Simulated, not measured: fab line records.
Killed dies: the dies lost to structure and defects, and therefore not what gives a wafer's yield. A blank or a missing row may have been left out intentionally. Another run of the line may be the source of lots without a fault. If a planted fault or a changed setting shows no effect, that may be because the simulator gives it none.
What tool caused it?    flow sky130    12 lots with 36 wafers sampled at 5 steps, on a route of 708 steps

WHAT THE GAUGES READ, wafer by wafer
SKY_CAP2M_OVL_MEAS_12. Usual: CAP2M_OVL gives -1.4 nm (standard deviation 1.6).
lot   measured      on          CAP2M_OVL (nm)  flag
L890  day 40 17:38  overlay-01  -2.0 -2.6 -2.7  
L891  day 41 05:28  overlay-02  1.1 2.1 0.4     
L892  day 41 12:22  overlay-01  -1.2 -0.1 -0.7  
L895  day 42 07:26  overlay-01  -0.2 -1.3 -1.4  
L893  day 42 07:58  overlay-02  -1.4 -1.1 0.3   
L898  day 43 04:05  overlay-01  -2.4 -0.8 -1.7  
L899  day 43 11:58  overlay-01  -1.9 0.0 -0.8   
L902  day 44 09:07  overlay-01  -3.4 -2.8 -2.9  
L903  day 44 15:23  overlay-02  -1.9 -2.0 -0.5  
L904  day 44 18:35  overlay-02  0.6 -1.3 0.3    
L912  day 46 22:25  overlay-02  -1.7 -1.6 -0.6  
L913  day 47 06:29  overlay-01  0.6 -0.5 -0.9   

SKY_METAL4_OVL_MEAS_14. Usual: METAL4_OVL gives 0 nm (standard deviation 6.2).
lot   measured      on          METAL4_OVL (nm)  flag
L890  day 41 19:00  overlay-01  3 6 5            
L891  day 42 05:44  overlay-01  11 2 2           
L892  day 42 13:05  overlay-02  -5 -3 -1         
L895  day 43 07:35  overlay-02  -8 -7 -3         
L893  day 43 08:24  overlay-01  12 10 10         
L898  day 44 03:43  overlay-02  7 5 7            
L899  day 44 11:50  overlay-01  -6 -4 -6         
L902  day 45 07:57  overlay-02  -3 -4 -3         
L903  day 45 14:14  overlay-02  4 5 1            
L904  day 45 17:14  overlay-02  -1 -6 -7         
L912  day 47 19:02  overlay-01  3 3 15           
L913  day 48 02:00  overlay-01  5 3 1            

SKY_VIA4_THK_MEAS_01. Usual: VIA4_HDPCVD_THK gives 1746 nm (standard deviation 19).
lot   measured      on             VIA4_HDPCVD_THK (nm)  flag
L890  day 41 20:25  film_metro-03  1729 1765 1749        
L891  day 42 07:02  film_metro-01  1735 1746 1746        
L892  day 42 14:22  film_metro-02  1802 1758 1776        
L895  day 43 08:44  film_metro-02  1724 1717 1713        
L893  day 43 09:40  film_metro-03  1765 1755 1746        
L898  day 44 05:04  film_metro-02  1754 1749 1727        
L899  day 44 13:04  film_metro-03  1734 1733 1742        
L902  day 45 09:05  film_metro-02  1733 1730 1751        
L903  day 45 15:22  film_metro-02  1736 1766 1733        
L904  day 45 18:22  film_metro-02  1832 1738 1743        
L912  day 47 20:21  film_metro-01  1802 1745 1770        
L913  day 48 03:16  film_metro-03  1754 1767 1720        

EACH LOT AND THE TOOL THAT RAN IT (in order: tool; ch and the chambers of the sampled wafers; start)
lot   SKY_METAL4_DESCUM_15               SKY_VIA4_HDPCVD_00
L890  rie_metal-02 ch 1, day 41 19:02    hdpcvd-02 ch 0,1,2, day 41 20:14
L891  rie_metal-01 ch 0,1, day 42 05:46  hdpcvd-02 ch 0,2, day 42 06:52
L892  rie_metal-02 ch 1, day 42 13:08    hdpcvd-01 ch 0,1,2, day 42 14:11
L895  rie_metal-04 ch 0,1, day 43 07:38  hdpcvd-02 ch 0,2, day 43 08:34
L893  rie_metal-01 ch 1, day 43 08:26    hdpcvd-01 ch 1,2, day 43 09:29
L898  rie_metal-02 ch 0,1, day 44 03:44  hdpcvd-02 ch 0,1,2, day 44 04:52
L899  rie_metal-01 ch 0, day 44 11:53    hdpcvd-01 ch 1,2, day 44 12:48
L902  rie_metal-04 ch 0,1, day 45 07:59  hdpcvd-02 ch 0,2, day 45 08:55
L903  rie_metal-04 ch 0,1, day 45 14:16  hdpcvd-01 ch 1,2, day 45 15:11
L904  rie_metal-02 ch 0,1, day 45 17:16  hdpcvd-02 ch 0,1,2, day 45 18:11
L912  rie_metal-02 ch 1, day 47 19:04    hdpcvd-01 ch 1,2, day 47 20:10
L913  rie_metal-01 ch 0, day 48 02:02    hdpcvd-01 ch 0,1, day 48 03:05
- SKY_METAL4_DESCUM_15: chemistry O2, time 8 s.
- SKY_VIA4_HDPCVD_00: deposits SiO2, target thk 1750 nm, time 291.7 s.

AS READ BY THE TOOLS THEMSELVES (means over the sampled wafers that have a number; for cases with no such wafer, the mark the record gives instead)
SKY_METAL4_DESCUM_15. Usual: drypump_motor_current_A 5.3 A, standard deviation 0.49; oes_product_au 1.004 a.u., standard deviation 0.0084.
lot   tool          drypump_motor_current_A (A)  oes_product_au (a.u.)  flag
L890  rie_metal-02  5.9                          1.000                  
L891  rie_metal-01  5.6                          0.999                  
L892  rie_metal-02  5.9                          1.006                  
L895  rie_metal-04  4.9                          0.998                  
L893  rie_metal-01  5.0                          0.994                  
L898  rie_metal-02  5.5                          0.998                  
L899  rie_metal-01  5.9                          1.006                  
L902  rie_metal-04  4.8                          0.998                  
L903  rie_metal-04  4.8                          1.009                  
L904  rie_metal-02  5.5                          1.011                  
L912  rie_metal-02  5.9                          1.015                  
L913  rie_metal-01  6.0                          1.011                  

SKY_VIA4_HDPCVD_00. Usual: pressure_mtorr 6.000 mTorr, standard deviation 0.011; run_length_s 319.5 s, standard deviation 0.6.
lot   tool       pressure_mtorr (mTorr)  run_length_s (s)  flag
L890  hdpcvd-02  6.009                   319.4             
L891  hdpcvd-02  6.001                   319.4             
L892  hdpcvd-01  6.000                   319.6             
L895  hdpcvd-02  5.995                   319.2             
L893  hdpcvd-01  6.005                   319.4             
L898  hdpcvd-02  5.998                   319.6             
L899  hdpcvd-01  6.007                   320.1             
L902  hdpcvd-02  6.009                   319.4             
L903  hdpcvd-01  5.990                   319.4             
L904  hdpcvd-02  6.001                   324.4             OFF
L912  hdpcvd-01  5.997                   319.9             
L913  hdpcvd-01  5.992                   319.2             

THE ANSWER, worked out from the rows above alone
Rule: take the mean of a lot's wafers that have a number; if it is more than 3 standard deviations from the usual mean, the lot is off. Also off: a lot with no number at a reading for which 4 or more lots have one. The other lots that the step has rows for count as sound. Order of review: gauges by route order, followed by the tools' own readings, for which a lot's mean as printed above is used. The first step at which some lot is off is used, and at that step the reading that is off furthest; a lot without a number counts as furthest.
Off: L904 (SKY_VIA4_HDPCVD_00, run_length_s).
A tool fits if, at that step or a process step before it, it ran every lot that is off, and no sound lot after the first of them. One fits: SKY_VIA4_HDPCVD_00 on hdpcvd-02. A fault onset in the window from L902 (day 45 08:55, its last sound lot) to L904 (day 45 18:11, its first lot off) fits.
The tool's own readings at SKY_VIA4_HDPCVD_00 bear it out: on the lots that are off they differ by more than 5 times the standard deviation of the sound lots' means. run_length_s reads 324.4 s there against 319.5 s on the sound lots.

WHAT HAD BEEN PUT IN BY THE SIMULATOR
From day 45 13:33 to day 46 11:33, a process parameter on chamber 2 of hdpcvd-02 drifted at SKY_VIA4_HDPCVD_00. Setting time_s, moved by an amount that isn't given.
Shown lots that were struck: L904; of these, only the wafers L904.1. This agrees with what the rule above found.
